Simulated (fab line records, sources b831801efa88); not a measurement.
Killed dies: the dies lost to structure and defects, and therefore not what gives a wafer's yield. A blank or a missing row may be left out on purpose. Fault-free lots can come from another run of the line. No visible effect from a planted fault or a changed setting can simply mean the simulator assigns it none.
Chamber matching | flow gf180mcu | 4 sister chambers for GF_V3_CMP_26 on cmp-01
The step polishes, stops on SiO2, t overpolish 15 s, target thk 0 nm. 8 wafers are shown with their chamber, then 8 later ones without.

WAFERS WITH THEIR CHAMBER
wafer  | chamber | motor current A (A) | time to endpoint s (s)
L798.1 | 1       | 11.8                | 93
L800.4 | 1       | 11.8                | 93
L800.5 | 2       | 11.5                | 95
L800.6 | 3       | 10.4                | 86
L805.2 | 0       | 10.1                | 76
L805.4 | 2       | 11.4                | 80
L805.6 | 3       | 10.3                | 86
L807.1 | 0       | 11.2                | 79

WAFERS WITH NO CHAMBER GIVEN
wafer  | motor current A (A) | time to endpoint s (s)
L807.5 | 10.2                | 82
L807.6 | 11.0                | 87
L811.1 | 11.1                | 78
L811.4 | 10.2                | 87
L811.5 | 11.6                | 89
L812.1 | 10.9                | 85
L812.3 | 12.2                | 88
L812.5 | 11.9                | 91

EACH ONE'S CHAMBER
wafer  | from the rows above               | in truth
L807.5 | can't be placed: 3 or 0           | 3
L807.6 | can't be placed: 2 or 3 or 0 or 1 | 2
L811.1 | can't be placed: 0 or 2 or 3      | 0
L811.4 | can't be placed: 3 or 0           | 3
L811.5 | can't be placed: 2 or 1           | 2
L812.1 | can't be placed: 3 or 2 or 0 or 1 | 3
L812.3 | can't be placed: 1 or 2           | 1
L812.5 | can't be placed: 1 or 2           | 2
Correctly placed: 0 of 8. These rows do not allow placing 8 (true chamber among the candidates in 8). Wrongly placed: 0.
How it was worked out, from the rows above alone: a wafer's distance from a chamber is the root of the sum, over the readings, of the square of ((its reading less the chamber's mean) divided by the reading's scatter). If the next closest chamber is less than 2 further off than the closest, the wafer can't be placed; otherwise it belongs to the closest. A chamber's mean is the mean of its shown wafers. How the scatter is found: for the shown wafers, subtract from each reading the mean of its chamber, square and add these, divide the total by (wafers less chambers), then take the root.
